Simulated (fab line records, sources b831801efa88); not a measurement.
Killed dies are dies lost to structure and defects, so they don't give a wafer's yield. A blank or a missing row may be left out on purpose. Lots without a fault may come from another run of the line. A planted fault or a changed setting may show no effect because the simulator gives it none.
Which tool did it? | flow gf180mcu | 11 lots, 33 wafers sampled, at 5 steps of a route of 602

WHAT THE GAUGES READ, wafer by wafer
GF_TOP_METAL_CD_MEAS_14: target cd 440 nm. Usual: cd_nm 439.8 nm, standard deviation 2.4.
lot  | measured     | on        | cd_nm (nm)        | flag
L550 | day 29 14:38 | cd_sem-01 | 440.8 439.9 441.7 |
L551 | day 29 18:12 | cd_sem-01 | 443.2 442.1 441.6 |
L553 | day 30 05:29 | cd_sem-02 | 440.9 441.2 441.2 |
L552 | day 30 08:38 | cd_sem-01 | 438.8 438.4 440.4 |
L557 | day 31 08:32 | cd_sem-01 | 435.2 436.2 437.8 |
L559 | day 31 23:17 | cd_sem-02 | 442.0 442.5 440.0 |
L560 | day 32 07:06 | cd_sem-02 | 441.1 439.9 439.8 |
L561 | day 32 09:25 | cd_sem-01 | 435.8 438.3 436.2 |
L562 | day 32 17:05 | cd_sem-01 | 441.2 443.1 440.2 |
L565 | day 33 10:11 | cd_sem-02 | 438.4 437.2 436.6 |
L571 | day 34 15:56 | cd_sem-02 | 441.8 443.1 439.5 |

WHICH TOOL RAN EACH LOT (tool, then ch and the chambers of the sampled wafers, then the start)
lot  | GF_M2_METAL_ETCH_16               | GF_M2_STRIP_17                       | GF_V2_ETCH_16                      | GF_V4_SPUTTER_21
L550 | rie_metal-01 ch 0,1, day 20 23:59 | plasma_asher-04 ch 0,1, day 21 00:07 | rie_diel-04 ch 2,3, day 22 01:02   | pvd_sputter-04, day 26 01:46
L551 | rie_metal-01 ch 0,1, day 21 03:35 | plasma_asher-01 ch 0, day 21 03:43   | rie_diel-04 ch 2,3, day 22 05:23   | pvd_sputter-04, day 26 05:03
L553 | rie_metal-04 ch 0,1, day 21 18:11 | plasma_asher-04 ch 0,1, day 21 18:19 | rie_diel-04 ch 0,1, day 22 19:11   | pvd_sputter-01, day 26 17:18
L552 | rie_metal-01 ch 0,1, day 21 20:41 | plasma_asher-04 ch 0,1, day 21 20:49 | rie_diel-03 ch 0,1,3, day 22 22:29 | pvd_sputter-02, day 26 21:12
L557 | rie_metal-03 ch 0,1, day 23 03:38 | plasma_asher-04 ch 0, day 23 03:46   | rie_diel-01 ch 0,1,3, day 24 04:23 | pvd_sputter-02, day 28 00:18
L559 | rie_metal-03 ch 0,1, day 23 22:14 | plasma_asher-01 ch 0,1, day 23 22:21 | rie_diel-01 ch 1,2,3, day 24 22:11 | pvd_sputter-02, day 28 16:24
L560 | rie_metal-03 ch 1, day 24 07:02   | plasma_asher-01 ch 1, day 24 07:10   | rie_diel-04 ch 0,2,3, day 25 06:35 | pvd_sputter-01, day 28 23:56
L561 | rie_metal-03 ch 1, day 24 11:53   | plasma_asher-04 ch 0,1, day 24 12:01 | rie_diel-03 ch 0,1, day 25 11:05   | pvd_sputter-02, day 29 04:25
L562 | rie_metal-03 ch 0,1, day 24 21:59 | plasma_asher-04 ch 0,1, day 24 22:07 | rie_diel-03 ch 0,2,3, day 25 21:17 | pvd_sputter-02, day 29 12:15
L565 | rie_metal-03 ch 0,1, day 25 18:38 | plasma_asher-04 ch 0,1, day 25 18:46 | rie_diel-01 ch 0,2,3, day 26 17:31 | pvd_sputter-02, day 30 07:24
L571 | rie_metal-01 ch 0,1, day 27 09:32 | plasma_asher-01 ch 0,1, day 27 09:40 | rie_diel-04 ch 2,3, day 28 07:38   | pvd_sputter-01, day 31 18:14
- GF_M2_METAL_ETCH_16: etches the open film in Cl2/BCl3, stops on SiO2, target depth 750.8 nm, time 125.1 s.
- GF_M2_STRIP_17: strips in O2/N2.
- GF_V2_ETCH_16: etches BARC in N2/H2.
- GF_V4_SPUTTER_21: material Ti, target thk 15 nm, time 80.02 s.

WHAT THE TOOLS THEMSELVES READ (means of the sampled wafers that have a number; where no wafer has one, the mark that the record gives instead)
GF_M2_METAL_ETCH_16. Usual: drypump_motor_current_A 5.7 A, standard deviation 0.49; oes_product_au 0.990 a.u., standard deviation 0.005; run_length_s 153.2 s, standard deviation 0.51; throttle_valve_pct 28.228 %, standard deviation 0.0095.
lot  | tool         | drypump_motor_current_A (A) | oes_product_au (a.u.) | run_length_s (s) | throttle_valve_pct (%) | flag
L550 | rie_metal-01 | 5.6                         | 0.988                 | 153.7            | 28.227                 |
L551 | rie_metal-01 | 5.8                         | 0.987                 | 153.6            | 28.229                 |
L553 | rie_metal-04 | 5.6                         | 0.991                 | 152.5            | 28.233                 |
L552 | rie_metal-01 | 5.6                         | 0.991                 | 153.6            | 28.233                 |
L557 | rie_metal-03 | 6.0                         | 0.987                 | 153.0            | 28.231                 |
L559 | rie_metal-03 | 5.6                         | 0.995                 | 152.8            | 28.233                 |
L560 | rie_metal-03 | 5.1                         | 0.990                 | 153.1            | 28.219                 |
L561 | rie_metal-03 | 5.2                         | 1.001                 | 150.7            | 28.219                 | OFF
L562 | rie_metal-03 | 5.6                         | 0.999                 | 148.9            | 28.220                 | OFF
L565 | rie_metal-03 | 5.6                         | 0.994                 | 150.6            | 28.226                 | OFF
L571 | rie_metal-01 | 5.8                         | 0.985                 | 153.6            | 28.232                 |

GF_M2_STRIP_17. Usual: drypump_motor_current_A 5.7 A, standard deviation 0.48; heater_power_w 337 W, standard deviation 58; oes_product_au 0.537 a.u., standard deviation 0.0048; strip_time_to_endpoint_s 7.38 s, standard deviation 0.042.
lot  | tool            | drypump_motor_current_A (A) | heater_power_w (W) | oes_product_au (a.u.) | strip_time_to_endpoint_s (s) | flag
L550 | plasma_asher-04 | 5.9                         | 291                | 0.535                 | 7.37                         |
L551 | plasma_asher-01 | 4.9                         | 290                | 0.533                 | 7.33                         |
L553 | plasma_asher-04 | 5.8                         | 318                | 0.536                 | 7.40                         |
L552 | plasma_asher-04 | 5.7                         | 320                | 0.537                 | 7.33                         |
L557 | plasma_asher-04 | 5.6                         | 343                | 0.534                 | 7.38                         |
L559 | plasma_asher-01 | 5.2                         | 335                | 0.540                 | 7.38                         |
L560 | plasma_asher-01 | 5.7                         | 425                | 0.535                 | 7.34                         |
L561 | plasma_asher-04 | 5.9                         | 295                | 0.536                 | 7.39                         |
L562 | plasma_asher-04 | 5.8                         | 322                | 0.539                 | 7.45                         |
L565 | plasma_asher-04 | 5.9                         | 292                | 0.541                 | 7.46                         |
L571 | plasma_asher-01 | 5.5                         | 379                | 0.545                 | 7.41                         |

GF_V2_ETCH_16. Usual: drypump_motor_current_A 5.6 A, standard deviation 0.39; oes_product_au 0.854 a.u., standard deviation 0.0047; throttle_valve_pct 13.225 %, standard deviation 0.01.
lot  | tool        | drypump_motor_current_A (A) | oes_product_au (a.u.) | throttle_valve_pct (%) | flag
L550 | rie_diel-04 | 5.9                         | 0.854                 | 13.222                 |
L551 | rie_diel-04 | 5.9                         | 0.857                 | 13.223                 |
L553 | rie_diel-04 | 6.1                         | 0.855                 | 13.217                 |
L552 | rie_diel-03 | 5.1                         | 0.849                 | 13.222                 |
L557 | rie_diel-01 | 5.9                         | 0.856                 | 13.235                 |
L559 | rie_diel-01 | 5.8                         | 0.855                 | 13.234                 |
L560 | rie_diel-04 | 5.9                         | 0.851                 | 13.226                 |
L561 | rie_diel-03 | 5.2                         | 0.856                 | 13.226                 |
L562 | rie_diel-03 | 5.3                         | 0.852                 | 13.234                 |
L565 | rie_diel-01 | 5.8                         | 0.860                 | 13.223                 |
L571 | rie_diel-04 | 5.9                         | 0.852                 | 13.217                 |

GF_V4_SPUTTER_21. Usual: substrate_temp_c 199.99 C, standard deviation 0.17; throttle_valve_pct 30.1 %, standard deviation 0.9.
lot  | tool           | substrate_temp_c (C) | throttle_valve_pct (%) | flag
L550 | pvd_sputter-04 | 200.02               | 30.6                   |
L551 | pvd_sputter-04 | 199.99               | 30.6                   |
L553 | pvd_sputter-01 | 199.96               | 30.0                   |
L552 | pvd_sputter-02 | 199.90               | 29.6                   |
L557 | pvd_sputter-02 | 199.90               | 29.9                   |
L559 | pvd_sputter-02 | 200.02               | 29.5                   |
L560 | pvd_sputter-01 | 200.06               | 29.9                   |
L561 | pvd_sputter-02 | 199.98               | 30.1                   |
L562 | pvd_sputter-02 | 200.04               | 29.6                   |
L565 | pvd_sputter-02 | 200.04               | 30.4                   |
L571 | pvd_sputter-01 | 199.95               | 30.2                   |

THE ANSWER, worked out from the rows above alone
Rule: a lot is off if the mean of its wafers that have a number lies more than 3 standard deviations from the usual mean. A lot without any number at a reading at which 4 lots or more have one is off too. The other lots that the step has rows for count as sound. The gauges are gone through in route order, then the tools' own readings, and for those a lot's mean is taken as printed above. The first step at which some lot is off is used, and at that step the reading that is off furthest; a lot without a number counts as furthest.
Off: L561, L562, L565, at GF_M2_METAL_ETCH_16 (run_length_s).
A tool fits if, at that step or a process step before it, it ran every lot that is off, and no sound lot after the first of them. One fits: rie_metal-03 at GF_M2_METAL_ETCH_16. Its last sound lot is L560 (day 24 07:02), its first lot that is off L561 (day 24 11:53): a fault that began between those two fits.
The tool's own readings at GF_M2_METAL_ETCH_16 bear it out: on the lots that are off they differ by more than 5 times the standard deviation of the sound lots' means. run_length_s reads 150.1 s there against 153.2 s on the sound lots.

WHAT THE SIMULATOR HAD PUT IN
Process parameter drift: rie_metal-03, from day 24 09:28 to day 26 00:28, at GF_M2_METAL_ETCH_16. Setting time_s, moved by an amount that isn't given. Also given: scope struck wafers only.
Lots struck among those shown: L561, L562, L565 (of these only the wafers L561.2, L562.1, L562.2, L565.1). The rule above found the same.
